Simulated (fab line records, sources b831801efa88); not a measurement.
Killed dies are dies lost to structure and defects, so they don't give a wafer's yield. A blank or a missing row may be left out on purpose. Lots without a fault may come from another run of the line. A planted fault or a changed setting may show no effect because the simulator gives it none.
Which tool did it? | flow sky130 | 14 lots, 42 wafers sampled, at 3 steps of a route of 708

WHAT THE GAUGES READ, wafer by wafer
SKY_SD_N_TW_MEAS_12.
lot  | measured     | on            | SD_N_TW
L880 | day 27 13:22 | film_metro-03 | 4018 4019 4014
L882 | day 28 13:23 | film_metro-04 | 3932 3928 3917
L884 | day 29 11:48 | film_metro-04 | 3917 3936 3917
L885 | day 29 19:06 | film_metro-03 | 3989 3984 3976
L887 | day 30 15:55 | film_metro-04 | 3923 3925 3919
L889 | day 31 01:47 | film_metro-03 | 3998 4008 3997
L890 | day 31 09:25 | film_metro-04 | 3961 3962 3960
L891 | day 31 16:19 | film_metro-03 | 3976 3975 3967
L892 | day 32 02:26 | film_metro-02 | 3965 3953 3960
L895 | day 32 23:45 | film_metro-04 | 3950 3949 3957
L898 | day 34 00:24 | film_metro-04 | 29 29 30
L899 | day 34 07:11 | film_metro-03 | 30 30 30
L902 | day 35 04:40 | film_metro-03 | 3982 3972 3986
L903 | day 35 11:34 | film_metro-02 | 3997 3954 3989

WHICH TOOL RAN EACH LOT (tool, then ch and the chambers of the sampled wafers, then the start)
lot  | SKY_RES_XHIGH_STRIP_08               | SKY_SD_N_STRIP_11
L880 | plasma_asher-03 ch 0,1, day 26 08:04 | plasma_asher-03 ch 0,1, day 27 13:17
L882 | plasma_asher-03 ch 0,1, day 27 08:23 | plasma_asher-02 ch 0,1, day 28 13:17
L884 | plasma_asher-02 ch 0,1, day 28 06:48 | plasma_asher-03 ch 0,1, day 29 11:43
L885 | plasma_asher-03 ch 0,1, day 28 14:26 | plasma_asher-01 ch 0,1, day 29 18:59
L887 | plasma_asher-03 ch 0,1, day 29 11:00 | plasma_asher-01 ch 0,1, day 30 15:50
L889 | plasma_asher-03 ch 0,1, day 29 21:17 | plasma_asher-01 ch 0, day 31 01:41
L890 | plasma_asher-03 ch 0,1, day 30 05:38 | plasma_asher-03 ch 0,1, day 31 09:18
L891 | plasma_asher-03 ch 0,1, day 30 13:52 | plasma_asher-01 ch 0,1, day 31 16:12
L892 | plasma_asher-03 ch 0,1, day 30 22:59 | plasma_asher-02 ch 0,1, day 32 02:20
L895 | plasma_asher-03 ch 1, day 31 19:38   | plasma_asher-03 ch 0,1, day 32 23:38
L898 | plasma_asher-04 ch 0,1, day 32 21:02 | plasma_asher-03 ch 0,1, day 34 00:17
L899 | plasma_asher-03 ch 1, day 33 05:04   | plasma_asher-02 ch 0,1, day 34 07:05
L902 | plasma_asher-02 ch 0,1, day 34 01:47 | plasma_asher-01 ch 0,1, day 35 04:35
L903 | plasma_asher-02 ch 0,1, day 34 09:21 | plasma_asher-03 ch 0,1, day 35 11:28
- SKY_RES_XHIGH_STRIP_08: strips in O2/N2.
- SKY_SD_N_STRIP_11: strips in O2/N2.

WHAT THE TOOLS THEMSELVES READ (means of the sampled wafers that have a number; where no wafer has one, the mark that the record gives instead)
SKY_RES_XHIGH_STRIP_08.
lot  | tool            | chamber_pressure_mTorr (mTorr) | drypump_motor_current_A (A) | oes_product_au (a.u.) | strip_time_to_endpoint_s (s)
L880 | plasma_asher-03 | 1500.0                         | 5.8                         | 0.711                 | 14.23
L882 | plasma_asher-03 | 1499.7                         | 5.8                         | 0.710                 | 14.24
L884 | plasma_asher-02 | 1499.6                         | 6.0                         | 0.710                 | 14.28
L885 | plasma_asher-03 | 1499.5                         | 5.8                         | 0.710                 | 14.19
L887 | plasma_asher-03 | 1500.3                         | 5.8                         | 0.715                 | 14.31
L889 | plasma_asher-03 | 1499.8                         | 5.8                         | 0.710                 | 14.30
L890 | plasma_asher-03 | 1499.7                         | 5.8                         | 0.712                 | 14.31
L891 | plasma_asher-03 | 1500.8                         | 5.8                         | 0.708                 | 14.23
L892 | plasma_asher-03 | 1499.7                         | 5.8                         | 0.710                 | 14.29
L895 | plasma_asher-03 | 1499.9                         | 5.9                         | 0.713                 | 14.30
L898 | plasma_asher-04 | -                              | -                           | -                     | -
L899 | plasma_asher-03 | -                              | -                           | -                     | -
L902 | plasma_asher-02 | 1499.7                         | 5.5                         | 0.711                 | 14.27
L903 | plasma_asher-02 | 1499.3                         | 6.0                         | 0.710                 | 14.26

SKY_SD_N_STRIP_11.
lot  | tool            | chamber_pressure_mTorr (mTorr) | drypump_motor_current_A (A) | oes_product_au (a.u.) | strip_time_to_endpoint_s (s)
L880 | plasma_asher-03 | 1500.7                         | 5.8                         | 0.529                 | 22.54
L882 | plasma_asher-02 | 1500.7                         | 5.5                         | 0.530                 | 22.59
L884 | plasma_asher-03 | 1500.6                         | 5.8                         | 0.528                 | 22.58
L885 | plasma_asher-01 | 1500.9                         | 6.0                         | 0.529                 | 22.57
L887 | plasma_asher-01 | 1499.7                         | 6.0                         | 0.525                 | 22.53
L889 | plasma_asher-01 | 1499.2                         | 6.1                         | 0.528                 | 22.57
L890 | plasma_asher-03 | 1500.1                         | 5.8                         | 0.529                 | 22.51
L891 | plasma_asher-01 | 1500.1                         | 6.0                         | 0.533                 | 22.60
L892 | plasma_asher-02 | 1499.9                         | 5.9                         | 0.527                 | 22.60
L895 | plasma_asher-03 | 1500.3                         | 5.8                         | 0.528                 | 22.59
L898 | plasma_asher-03 | 1499.7                         | 5.8                         | 0.621                 | 39.45
L899 | plasma_asher-02 | 1498.6                         | 5.5                         | 0.613                 | 39.54
L902 | plasma_asher-01 | 1501.2                         | 6.1                         | 0.530                 | 22.49
L903 | plasma_asher-03 | 1501.2                         | 5.8                         | 0.526                 | 22.53

THE ANSWER, worked out from the rows above alone
Rule: what is usual is taken from the lots themselves. Put in order of their means at a reading, lots are off if they are a third of the lots or fewer, leave a main group of 4 or more, and stand apart from it by a gap of 3 or more times the standard deviation of the main group's means; of several such gaps the widest counts. A main group whose means are all the same, to the digits that the tables above print for the reading, isn't used. A lot without any number at a reading at which 4 lots or more have one is off too. The other lots that the step has rows for count as sound. The gauges are gone through in route order, then the tools' own readings, and for those a lot's mean is taken as printed above. The first step at which some lot is off is used, and at that step the reading that is off furthest; a lot without a number counts as furthest.
Off: L898, L899, at SKY_SD_N_TW_MEAS_12 (SD_N_TW). The main group: mean 3965, standard deviation 29.
A tool fits if, at a process step before that reading, it ran every lot that is off, and no sound lot after the first of them. The gauges at SKY_SD_N_TW_MEAS_12 aren't tried: what is off there is off at SKY_RES_XHIGH_STRIP_08 too, on other tools, and a gauge's error can't cause that. None of those tried fits.

WHAT THE SIMULATOR HAD PUT IN
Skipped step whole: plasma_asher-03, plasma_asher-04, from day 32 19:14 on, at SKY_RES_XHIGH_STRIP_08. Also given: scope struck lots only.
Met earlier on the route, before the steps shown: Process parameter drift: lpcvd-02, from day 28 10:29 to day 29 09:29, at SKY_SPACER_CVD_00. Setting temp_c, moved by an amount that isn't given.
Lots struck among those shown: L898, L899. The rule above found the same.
